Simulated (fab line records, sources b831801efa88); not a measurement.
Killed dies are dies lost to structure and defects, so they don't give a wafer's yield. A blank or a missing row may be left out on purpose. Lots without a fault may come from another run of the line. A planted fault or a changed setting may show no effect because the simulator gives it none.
Chamber matching | flow sky130 | SKY_VIA1_ETCH_15 on rie_diel-02: 4 sister chambers
The step etches SiO2 in C4F8/O2/Ar, stops on TiN, target depth 351 nm, time 54 s. 8 wafers are shown with their chamber, then 8 later ones without.

WAFERS WITH THEIR CHAMBER
wafer  | chamber | oes_product_au (a.u.)
L084.3 | 0       | 0.973
L084.4 | 3       | 0.985
L084.5 | 2       | 0.979
L084.6 | 1       | 0.975
L085.1 | 1       | 0.986
L085.2 | 0       | 0.968
L085.3 | 2       | 0.983
L085.4 | 3       | 0.978

WAFERS WITHOUT THEIR CHAMBER
wafer  | oes_product_au (a.u.)
L085.5 | 0.979
L085.6 | 0.982
L091.1 | 0.989
L091.2 | 0.979
L091.3 | 0.967
L091.4 | 0.978
L091.5 | 0.974
L091.6 | 0.980

WHICH CHAMBER EACH WENT THROUGH
wafer  | from the rows above               | in truth
L085.5 | can't be placed: 1 or 2 or 3 or 0 | 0
L085.6 | can't be placed: 3 or 2 or 1      | 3
L091.1 | can't be placed: 3 or 2 or 1      | 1
L091.2 | can't be placed: 1 or 2 or 3 or 0 | 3
L091.3 | can't be placed: 0 or 1           | 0
L091.4 | can't be placed: 1 or 2 or 3 or 0 | 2
L091.5 | can't be placed: 0 or 1 or 2 or 3 | 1
L091.6 | can't be placed: 1 or 2 or 3 or 0 | 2
Placed correctly: 0 of 8. Can't be placed from these rows: 8 (the true chamber is among the candidates in 8). Placed wrongly: 0.
How it was worked out, from the rows above alone: a wafer's distance from a chamber is the root of the sum, over the readings, of the square of ((its reading less the chamber's mean) divided by the reading's scatter). The wafer belongs to the nearest chamber; if the next one is less than 2 further off, it can't be placed. A chamber's mean is the mean of its shown wafers. The scatter: the root of (the sum of the squares of (reading less its chamber's mean) over the shown wafers, divided by (wafers less chambers)).
